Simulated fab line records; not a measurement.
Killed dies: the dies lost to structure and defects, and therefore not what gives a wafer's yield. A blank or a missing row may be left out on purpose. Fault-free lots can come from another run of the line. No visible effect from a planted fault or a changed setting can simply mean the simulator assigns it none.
Which of the tools did it? -- flow gf180mcu -- Sampling: 6 lots, 17 wafers, 3 of 602 route steps

== WHAT THE GAUGES SHOWED, per wafer ==
GF_V3_THK_MEAS_03.
lot,measured,on,V3_CVD_02_THK (nm)
L174,day 22 22:38,film_metro-04,838 848 839
L176,day 23 16:48,film_metro-02,857 868 870
L180,day 25 06:39,film_metro-04,840 852 859
L182,day 25 16:58,film_metro-02,854 859 863
L188,day 27 10:53,film_metro-02,1103 1132 1103 1131
L194,day 28 23:34,film_metro-02,843 856 838

== WHAT TOOL EACH LOT RAN ON (gives the tool, then ch and the chambers of the sampled wafers, and finally the start) ==
lot,GF_M3_METAL_ETCH_16,GF_V3_CVD_02
L174,"rie_metal-03 ch 0,1, day 22 21:46","pecvd-02 ch 0,1,2, day 22 22:34"
L176,"rie_metal-03 ch 0,1, day 23 15:54","pecvd-03 ch 0,1, day 23 16:44"
L180,"rie_metal-02 ch 0, day 25 05:41","pecvd-03 ch 0,2, day 25 06:35"
L182,"rie_metal-04 ch 0,1, day 25 16:05","pecvd-03 ch 0,1,2, day 25 16:54"
L188,"rie_metal-04 ch 1, day 27 09:54","pecvd-03 ch 0,2, day 27 10:50"
L194,"rie_metal-04 ch 0,1, day 28 22:35","pecvd-04 ch 0,1, day 28 23:30"
- GF_M3_METAL_ETCH_16: etches the open film in Cl2/BCl3, stops on SiO2, target depth 750.8 nm, time 125.1 s.
- GF_V3_CVD_02: deposits SiO2 from TEOS, target thk 850 nm, time 94.851 s.

== THE ANSWER, worked out from the rows above alone ==
Rule: usual is defined by the lots themselves. The widest of any qualifying gaps counts: lots, ordered by their means at a reading, are off when they make up no more than a third of the lots, leave a main group of 4 or more, and stand apart from it by 3 or more times the standard deviation of that group's means. The tables above print the reading to a certain number of digits; a main group whose means all agree to those digits is not used. A lot without any number at a reading at which 4 lots or more have one is off too. All remaining lots with rows at the step are treated as sound.
Off: at GF_V3_THK_MEAS_03 (V3_CVD_02_THK), L188. For the main group the mean is 852 nm and the standard deviation 8.5.
A tool fits if, at a process step before that reading, it ran every lot that is off, and no sound lot after the first of them. The gauges at GF_V3_THK_MEAS_03 are tried like those tools. One fits: GF_V3_CVD_02 on pecvd-03. A fault onset in the window from L182 (day 25 16:54, its last sound lot) to L188 (day 27 10:50, its first lot off) fits.

== WHAT HAD BEEN PUT IN BY THE SIMULATOR ==
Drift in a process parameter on pecvd-03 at GF_V3_CVD_02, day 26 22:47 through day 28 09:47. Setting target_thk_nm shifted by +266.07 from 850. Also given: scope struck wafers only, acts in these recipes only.
Struck lots among those shown: L188. The rule given above showed the same thing.
